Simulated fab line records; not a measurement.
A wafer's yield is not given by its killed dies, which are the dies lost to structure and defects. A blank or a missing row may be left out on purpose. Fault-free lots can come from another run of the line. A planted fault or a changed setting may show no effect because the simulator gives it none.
Which tool was responsible? + flow gf180mcu + 14 lots, 42 wafers sampled, at 5 steps of a route of 602

## WHAT THE GAUGES READ, wafer by wafer
GF_STI_THK_MEAS_30. Usual: STI_OXIDATION_02_THK typically reads 9.98 nm, with standard deviation 0.19.
| lot  | measured    | on            | STI_OXIDATION_02_THK (nm) | flag |
|------|-------------|---------------|---------------------------|------|
| L895 | day 2 09:05 | film metro-02 | 10.25 9.95 10.03          |      |
| L896 | day 2 12:02 | film metro-03 | 9.98 10.00 9.88           |      |
| L897 | day 2 16:07 | film metro-02 | 10.10 9.70 9.81           |      |
| L898 | day 2 21:50 | film metro-02 | 9.87 10.20 10.00          |      |
| L899 | day 3 05:40 | film metro-01 | 9.83 9.97 9.80            |      |
| L900 | day 3 09:17 | film metro-03 | 10.08 10.08 10.10         |      |
| L902 | day 3 17:46 | film metro-02 | 10.34 10.06 10.08         |      |
| L903 | day 4 00:07 | film metro-02 | 10.34 10.30 10.31         |      |
| L904 | day 4 04:06 | film metro-03 | 10.07 10.27 10.24         |      |
| L905 | day 4 10:13 | film metro-02 | 10.40 10.11 10.07         |      |
| L906 | day 4 15:17 | film metro-02 | 9.87 9.97 10.12           |      |
| L908 | day 5 03:57 | film metro-02 | 9.76 9.96 9.66            |      |
| L911 | day 6 01:43 | film metro-01 | 9.51 9.50 9.45            |      |
| L916 | day 6 19:51 | film metro-02 | 10.02 9.96 10.10          |      |

GF_MVPSD_OVL_MEAS_07. Usual: MVPSD_OVL typically reads 1.3 nm, with standard deviation 1.7.
| lot  | measured     | on         | MVPSD_OVL (nm) | flag |
|------|--------------|------------|----------------|------|
| L895 | day 5 03:10  | overlay-02 | 2.8 1.6 2.7    |      |
| L896 | day 5 08:43  | overlay-02 | 1.8 2.9 2.0    |      |
| L897 | day 5 12:55  | overlay-02 | -1.0 0.1 0.8   |      |
| L898 | day 5 16:49  | overlay-01 | 2.5 2.6 4.7    |      |
| L899 | day 6 03:46  | overlay-01 | 4.6 3.0 3.4    |      |
| L900 | day 6 06:22  | overlay-01 | -0.6 -1.8 0.7  |      |
| L902 | day 6 17:19  | overlay-02 | 1.3 -1.4 -0.3  |      |
| L903 | day 6 23:58  | overlay-01 | 5.6 4.9 4.0    |      |
| L904 | day 7 05:08  | overlay-01 | 1.4 2.3 3.8    |      |
| L905 | day 7 12:00  | overlay-01 | 0.2 2.4 1.6    |      |
| L906 | day 7 17:43  | overlay-01 | 0.6 0.0 -0.4   |      |
| L908 | day 8 07:37  | overlay-01 | 2.8 2.2 -0.3   |      |
| L911 | day 9 10:25  | overlay-02 | -1.9 -2.6 -2.4 |      |
| L916 | day 10 06:13 | overlay-01 | -1.1 -2.2 -1.9 |      |

GF_VT_IMPLANT_RS_MEAS_48: measurement is done with a four-point probe. Usual: LVPWELL_RS typically reads 1196.5 ohm/sq, with standard deviation 2.7.
| lot  | measured     | on            | LVPWELL_RS (ohm/sq)  | flag |
|------|--------------|---------------|----------------------|------|
| L895 | day 7 14:38  | film metro-02 | 1192.4 1194.7 1198.3 |      |
| L896 | day 7 22:01  | film metro-01 | 1200.7 1195.3 1200.5 |      |
| L897 | day 8 03:25  | film metro-01 | 1196.7 1198.8 1195.6 |      |
| L898 | day 8 06:43  | film metro-04 | 1195.2 1192.5 1196.0 |      |
| L899 | day 8 19:47  | film metro-02 | 1191.6 1193.3 1193.4 |      |
| L900 | day 8 23:05  | film metro-02 | 1200.9 1199.5 1200.3 |      |
| L902 | day 9 10:47  | film metro-04 | 1191.7 1192.1 1191.0 |      |
| L903 | day 9 19:52  | film metro-02 | 1194.7 1196.7 1195.0 |      |
| L904 | day 10 01:08 | film metro-02 | 1195.0 1198.9 1196.7 |      |
| L905 | day 10 08:47 | film metro-02 | 1197.1 1197.2 1194.6 |      |
| L906 | day 10 15:32 | film metro-02 | 1196.6 1196.2 1196.1 |      |
| L908 | day 11 06:16 | film metro-01 | 1203.0 1197.7 1200.8 |      |
| L911 | day 12 13:16 | film metro-02 | 1255.3 1253.7 1252.4 | OFF  |
| L916 | day 13 09:56 | film metro-01 | 1255.9 1261.5 1263.6 | OFF  |

GF_DUAL_GATE_OVL_MEAS_11. Usual: DUAL_GATE_OVL typically reads 1.1 nm, with standard deviation 1.3.
| lot  | measured     | on         | DUAL_GATE_OVL (nm) | flag |
|------|--------------|------------|--------------------|------|
| L895 | day 8 08:15  | overlay-02 | 0.3 0.0 0.7        |      |
| L896 | day 8 18:45  | overlay-01 | -0.4 -0.8 0.9      |      |
| L897 | day 9 02:37  | overlay-02 | 1.4 2.8 1.6        |      |
| L898 | day 9 01:57  | overlay-01 | 3.1 0.2 0.3        |      |
| L899 | day 9 15:13  | overlay-01 | 0.9 1.3 0.7        |      |
| L900 | day 9 17:58  | overlay-01 | 1.5 1.3 2.2        |      |
| L902 | day 10 05:43 | overlay-01 | 2.1 3.0 -0.3       |      |
| L903 | day 10 15:39 | overlay-01 | -0.1 -0.1 -1.7     |      |
| L904 | day 10 21:23 | overlay-02 | 0.6 0.1 1.2        |      |
| L905 | day 11 05:07 | overlay-02 | 0.7 -0.9 0.1       |      |
| L906 | day 11 11:24 | overlay-01 | 1.3 0.9 1.1        |      |
| L908 | day 12 06:49 | overlay-02 | -0.4 2.3 0.8       |      |
| L911 | day 13 10:33 | overlay-02 | 3.7 1.9 3.2        |      |
| L916 | day 14 08:45 | overlay-02 | -1.6 -2.6 -1.1     |      |

## EACH LOT AND THE TOOL THAT RAN IT (in order: tool; ch and the chambers of the sampled wafers; start)
| lot  | GF_LVPWELL_IMPLANT_08          |
|------|--------------------------------|
| L895 | implanter-03 ch 0, day 3 23:21 |
| L896 | implanter-04 ch 0, day 4 04:25 |
| L897 | implanter-03 ch 0, day 4 08:46 |
| L898 | implanter-02 ch 0, day 4 12:31 |
| L899 | implanter-02 ch 0, day 4 23:08 |
| L900 | implanter-04 ch 0, day 5 02:42 |
| L902 | implanter-02 ch 0, day 5 11:57 |
| L903 | implanter-02 ch 0, day 5 18:10 |
| L904 | implanter-03 ch 0, day 5 23:13 |
| L905 | implanter-04 ch 0, day 6 05:23 |
| L906 | implanter-04 ch 0, day 6 10:09 |
| L908 | implanter-03 ch 0, day 6 23:14 |
| L911 | implanter-02 ch 0, day 8 01:03 |
| L916 | implanter-02 ch 0, day 8 20:02 |
- GF_LVPWELL_IMPLANT_08

## AS READ BY THE TOOLS THEMSELVES (means over the sampled wafers that have a number; for cases with no such wafer, the mark the record gives instead)
GF_LVPWELL_IMPLANT_08. Usual: 170.00 for beam energy keV, sd 0.051.
| lot  | tool         | beam energy keV | flag |
|------|--------------|-----------------|------|
| L895 | implanter-03 | 170.03          |      |
| L896 | implanter-04 | 169.96          |      |
| L897 | implanter-03 | 169.99          |      |
| L898 | implanter-02 | 169.97          |      |
| L899 | implanter-02 | 169.99          |      |
| L900 | implanter-04 | 170.02          |      |
| L902 | implanter-02 | 170.05          |      |
| L903 | implanter-02 | 169.97          |      |
| L904 | implanter-03 | 169.97          |      |
| L905 | implanter-04 | 170.00          |      |
| L906 | implanter-04 | 169.98          |      |
| L908 | implanter-03 | 170.02          |      |
| L911 | implanter-02 | 133.03          | OFF  |
| L916 | implanter-02 | 133.11          | OFF  |

## THE ANSWER, worked out from the rows above alone
Rule: lot off if the mean of its wafers having a number is beyond 3 standard deviations from the usual mean. A lot without any number at a reading at which 4 lots or more have one is off too. All remaining lots with rows at the step are treated as sound. The gauges are gone through in route order, then the tools' own readings, and for those a lot's mean is taken as printed above. The first step at which some lot is off is used, and at that step the reading that is off furthest; a lot without a number counts as furthest.
Off: L911, L916, at GF_VT_IMPLANT_RS_MEAS_48 (LVPWELL_RS).
If a tool, at a process step before that reading, ran all the lots that are off and no sound lot after the first of them, it fits. Not tried: the gauges at GF_VT_IMPLANT_RS_MEAS_48; whatever is off there is also off at GF_LVPWELL_IMPLANT_08, on other tools, and gauge error can't account for it. One fits: GF_LVPWELL_IMPLANT_08 on implanter-02. Its last sound lot is L903 (day 5 18:10), its first lot that is off L911 (day 8 01:03): a fault that began between those two fits.
On the lots that are off, the tool's own readings at GF_LVPWELL_IMPLANT_08 differ by more than 5 times the standard deviation of the sound lots' means, which bears it out; beam energy keV reads 133.07 there versus 170.00 on the sound lots.

## WHAT THE SIMULATOR PUT IN
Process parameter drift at GF_LVPWELL_IMPLANT_08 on implanter-02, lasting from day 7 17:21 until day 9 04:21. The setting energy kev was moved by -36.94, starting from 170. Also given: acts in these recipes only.
Shown lots that were struck: L911, L916. The same result came from the rule above.
